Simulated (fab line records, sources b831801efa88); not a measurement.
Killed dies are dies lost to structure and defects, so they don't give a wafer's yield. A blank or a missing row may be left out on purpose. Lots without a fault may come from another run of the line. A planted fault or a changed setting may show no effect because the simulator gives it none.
A struck lot beside a sound one | flow gf180mcu | 16 steps out of a route of 602
Sound: wafers L142.2, L142.4, L142.5. Struck: wafers L156.5, L156.6. (L156.1 of the same lot was not struck and is left out.) The cause comes at the end.
At each step with rows: each side's tool, then ch and its chambers, then its first start. Under that, the readings that differ: sound wafers | struck wafers | difference of the means | sigmas: that difference in standard deviations of wafers without a fault.
alike: readings whose means differ by less than 2 such deviations, and words and numbers that are the same on both sides. not compared: withheld readings, readings that some wafer has no value for, bounds like >300 that may hide the same value, and numbers for which the record gives no deviation and whose values overlap.
The two part at a step that has a row with sigmas, a row that says differs or no value, or rows on one side only. Numbers that don't overlap but have no deviation are shown without sigmas and don't part them. A reading that every wafer of one side lacks parts them only if that side has two wafers or more.

first, 4 steps without rows for these wafers: GF_M4_SOFTBAKE_10 (time 60 s); GF_M4_EXPOSE_11 (exposes mask Metal4, target cd 280 nm); GF_M4_PEB_12 (peb time 90 s); GF_M4_DEVELOP_13 (develop time 60 s).
GF_M4_CD_MEAS_14: target cd 280 nm.
  sound on cd_sem-02, day 24 01:33; struck on cd_sem-01, day 28 01:15
  alike: cd_nm
GF_M4_OVL_MEAS_15:
  sound on overlay-02, day 24 01:39; struck on overlay-01, day 28 01:22
  alike: M4_OVL
GF_M4_METAL_ETCH_16: etches the open film in Cl2/BCl3, stops on SiO2, target depth 750.8 nm, time 125.1 s.
  sound on rie_metal-04 ch 0, day 24 01:41; struck on rie_metal-04 ch 0,1, day 28 01:24
  alike: drypump_motor_current_A, oes_product_au, throttle_valve_pct
  not compared: rf_hours_counter_h
GF_M4_STRIP_17: strips in O2/N2.
  sound on plasma_asher-01 ch 0,1, day 24 01:49; struck on plasma_asher-04 ch 0,1, day 28 01:32
  alike: drypump_motor_current_A, heater_power_w, n2_flow_sccm, oes_product_au, strip_time_to_endpoint_s
  not compared: rf_hours_counter_h
then, 3 steps without rows for these wafers: GF_M4_STRIP_18 (strips in post etch residue remover, time 1200 s); GF_M4_CLEAN_19 (cleans in DIW); GF_V4_CVD_00 (deposits SiO2, target thk 600 nm, time 100 s).
GF_V4_THK_MEAS_01:
  sound on film_metro-02, day 24 02:26; struck on film_metro-02, day 28 02:11
  alike: V4_CVD_00_THK
GF_V4_CVD_02: deposits SiO2 from TEOS, target thk 850 nm, time 94.851 s.
  sound on pecvd-01 ch 0,1,2, day 24 02:29; struck on pecvd-02 ch 1,2, day 28 02:14
  reading                             | sound             | struck      | difference | sigmas
  model.SiO2_of_V4_CVD_02.thk_nm (nm) | 838.1 834.5 830.4 | 806.6 796.4 | -32.8      |
  alike: heater_power_w
GF_V4_THK_MEAS_03:
  sound on film_metro-01, day 24 02:34; struck on film_metro-03, day 28 02:22
  reading            | sound       | struck  | difference | sigmas
  V4_CVD_02_THK (nm) | 838 834 830 | 807 797 | -32        | -2
GF_V4_CMP_04: polishes SiO2.
  sound on cmp-02 ch 0,2,3, day 24 02:37; struck on cmp-01 ch 1,2, day 28 02:48
  reading                | sound    | struck | difference | sigmas
  time_to_endpoint_s (s) | 75 77 66 | 62 56  | -14        | -2
  alike: motor_current_A, slurry_filter_dp_kPa, slurry_flow_ml_min
GF_V4_BOW_MEAS_05:
  sound on film_metro-01, day 24 02:56; struck on film_metro-01, day 28 03:00
  alike: V4_BOW

WHERE THEY PART
First at GF_V4_THK_MEAS_03; last, within this record, at GF_V4_CMP_04. Later steps at which nothing parts them and some readings are alike: GF_V4_BOW_MEAS_05.

WHY: what the simulator had put in
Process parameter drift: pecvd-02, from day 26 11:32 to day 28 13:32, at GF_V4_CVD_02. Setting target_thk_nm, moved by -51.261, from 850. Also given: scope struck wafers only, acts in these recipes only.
